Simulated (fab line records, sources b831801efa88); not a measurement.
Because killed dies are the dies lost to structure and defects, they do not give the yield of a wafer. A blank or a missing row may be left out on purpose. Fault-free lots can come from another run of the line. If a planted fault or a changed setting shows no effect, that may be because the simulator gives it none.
What tool caused it? / flow sky130 / at 1 step of a route of 708, 11 lots with 32 wafers sampled

== WHAT THE GAUGES READ, wafer by wafer ==
SKY_VIA2_BOW_MEAS_03. Usual: for VIA2_BOW the level is 85 um and the standard deviation is 6.4.
lot=L302; measured=day 34 21:02; on=film metro-03; VIA2_BOW (um)=91 79 88; flag=
lot=L303; measured=day 35 05:58; on=film metro-04; VIA2_BOW (um)=75 87 81; flag=
lot=L305; measured=day 35 20:26; on=film metro-03; VIA2_BOW (um)=77 87 92; flag=
lot=L307; measured=day 36 21:50; on=film metro-01; VIA2_BOW (um)=90 72 79; flag=
lot=L311; measured=day 38 05:14; on=film metro-01; VIA2_BOW (um)=90 95 84; flag=
lot=L312; measured=day 38 12:26; on=film metro-01; VIA2_BOW (um)=76 92 105; flag=
lot=L313; measured=day 38 20:26; on=film metro-04; VIA2_BOW (um)=83 87 89; flag=
lot=L314; measured=day 39 04:57; on=film metro-03; VIA2_BOW (um)=85 75 100; flag=
lot=L320; measured=day 40 23:01; on=film metro-03; VIA2_BOW (um)=85 83; flag=
lot=L324; measured=day 41 19:29; on=film metro-04; VIA2_BOW (um)=85 92 91; flag=
lot=L325; measured=day 41 22:19; on=film metro-01; VIA2_BOW (um)=85 94 78; flag=

== TOOL THAT RAN EACH LOT (tool first, then ch and the chambers of the sampled wafers, then the start) ==
The record holds no process step before these readings.

== AS READ BY THE TOOLS THEMSELVES (means over the sampled wafers that have a number; for cases with no such wafer, the mark the record gives instead) ==
The record holds no such reading with a usual standard deviation.

== THE ANSWER, worked out from the rows above alone ==
Rule: lot off if the mean of its wafers having a number is beyond 3 standard deviations from the usual mean. A lot without any number at a reading at which 4 lots or more have one is off too. The other lots that the step has rows for count as sound. After the gauges, taken in route order, come the tools' own readings; for these a lot's mean is taken, as printed above. The first step at which some lot is off is used, and at that step the reading that is off furthest; a lot without a number counts as furthest.
None of the lots is off at any reading shown; this tells nothing.

== WHAT THE SIMULATOR HAD PUT IN ==
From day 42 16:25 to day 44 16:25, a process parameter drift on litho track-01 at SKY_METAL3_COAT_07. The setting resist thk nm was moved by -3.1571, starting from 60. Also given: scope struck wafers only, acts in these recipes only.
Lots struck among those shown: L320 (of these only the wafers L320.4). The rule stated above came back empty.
